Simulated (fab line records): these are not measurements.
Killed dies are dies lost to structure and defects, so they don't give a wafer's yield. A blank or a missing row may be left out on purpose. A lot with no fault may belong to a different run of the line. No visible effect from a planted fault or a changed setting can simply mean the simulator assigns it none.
Which of the tools did it? | flow gf180mcu | 12 lots, 36 wafers sampled, at 3 steps of a route of 602

## WHAT EACH GAUGE READ, for each wafer
GF_CONTACT_RS_MEAS_25: a four-point-probe measurement. Usual: CONTACT_W_RS gives 0.381 ohm/sq (standard deviation 0.006).
lot  | measured     | on            | CONTACT_W_RS (ohm/sq) | flag
L169 | day 16 02:41 | film-metro-04 | 0.387 0.386 0.382     |
L170 | day 16 14:26 | film-metro-02 | 0.380 0.379 0.379     |
L171 | day 16 19:55 | film-metro-04 | 0.384 0.384 0.374     |
L172 | day 17 04:04 | film-metro-02 | 0.393 0.394 0.392     |
L174 | day 18 04:55 | film-metro-02 | 0.393 0.380 0.383     |
L178 | day 19 09:51 | film-metro-04 | 0.387 0.393 0.392     |
L179 | day 19 18:17 | film-metro-02 | 0.372 0.378 0.380     |
L180 | day 20 03:07 | film-metro-02 | 0.385 0.386 0.388     |
L182 | day 21 03:43 | film-metro-04 | 0.382 0.385 0.376     |
L183 | day 21 11:06 | film-metro-01 | 0.385 0.382 0.390     |
L188 | day 23 11:38 | film-metro-04 | 0.357 0.378 0.380     |
L190 | day 24 01:43 | film-metro-04 | 0.352 0.375 0.378     |

GF_CONTACT_THK_MEAS_26: measures by xrf. Usual: CONTACT_W_THK gives 297 nm (standard deviation 6.4).
lot  | measured     | on            | CONTACT_W_THK (nm) | flag
L169 | day 16 02:49 | film-metro-04 | 292 292 294        |
L170 | day 16 14:32 | film-metro-02 | 299 298 299        |
L171 | day 16 20:02 | film-metro-04 | 293 292 301        |
L172 | day 17 04:10 | film-metro-02 | 285 284 284        |
L174 | day 18 05:02 | film-metro-02 | 286 295 291        |
L178 | day 19 09:58 | film-metro-04 | 292 286 287        |
L179 | day 19 18:25 | film-metro-02 | 303 297 296        |
L180 | day 20 03:13 | film-metro-02 | 295 294 293        |
L182 | day 21 03:49 | film-metro-04 | 297 295 301        |
L183 | day 21 11:11 | film-metro-01 | 300 300 296        |
L188 | day 23 11:44 | film-metro-04 | 315 299 297        |
L190 | day 24 01:49 | film-metro-04 | 326 306 306        |

## WHAT TOOL EACH LOT RAN ON (gives the tool, then ch and the chambers of the sampled wafers, and finally the start)
lot  | GF_CONTACT_CVD_24
L169 | cvd-w-02 ch 0,1, day 16 02:35
L170 | cvd-w-02 ch 0,1, day 16 14:20
L171 | cvd-w-01 ch 0,1, day 16 19:49
L172 | cvd-w-01 ch 0, day 17 03:56
L174 | cvd-w-01 ch 0,1, day 18 04:48
L178 | cvd-w-01 ch 0, day 19 09:39
L179 | cvd-w-02 ch 0,1, day 19 18:11
L180 | cvd-w-01 ch 0,1, day 20 03:00
L182 | cvd-w-02 ch 0,1, day 21 03:35
L183 | cvd-w-01 ch 0,1, day 21 10:58
L188 | cvd-w-01 ch 0,1, day 23 11:32
L190 | cvd-w-01 ch 1, day 24 01:35
- GF_CONTACT_CVD_24: deposits W, target thk 300 nm, time 90.339 s.

## AS READ BY THE TOOLS THEMSELVES (means over the sampled wafers that have a number; for cases with no such wafer, the mark the record gives instead)
GF_CONTACT_CVD_24. Usual: heater-power-w 826 W, standard deviation 64; susceptor-temp-C 400.01 C, standard deviation 0.21.
lot  | tool     | heater-power-w (W) | susceptor-temp-C (C) | flag
L169 | cvd-w-02 | 846                | 399.94               |
L170 | cvd-w-02 | 843                | 399.86               |
L171 | cvd-w-01 | 827                | 400.01               |
L172 | cvd-w-01 | 834                | 399.97               |
L174 | cvd-w-01 | 792                | 399.85               |
L178 | cvd-w-01 | 829                | 399.88               |
L179 | cvd-w-02 | 789                | 399.98               |
L180 | cvd-w-01 | 819                | 400.06               |
L182 | cvd-w-02 | 855                | 400.04               |
L183 | cvd-w-01 | 836                | 399.92               |
L188 | cvd-w-01 | 827                | 400.11               |
L190 | cvd-w-01 | 787                | 399.99               |

## THE ANSWER, worked out from the rows above alone
Rule: lot off if the mean of its wafers having a number is beyond 3 standard deviations from the usual mean. Also off: a lot with no number at a reading for which 4 or more lots have one. The other lots that the step has rows for count as sound. First the gauges in route order, then the tools' own readings, where a lot's mean is used as printed above. At the first step where some lot is off, the reading lying furthest off is the one used; lots without a number count as furthest.
None of the lots is off at any reading shown; this tells nothing.

## WHAT THE SIMULATOR PUT IN
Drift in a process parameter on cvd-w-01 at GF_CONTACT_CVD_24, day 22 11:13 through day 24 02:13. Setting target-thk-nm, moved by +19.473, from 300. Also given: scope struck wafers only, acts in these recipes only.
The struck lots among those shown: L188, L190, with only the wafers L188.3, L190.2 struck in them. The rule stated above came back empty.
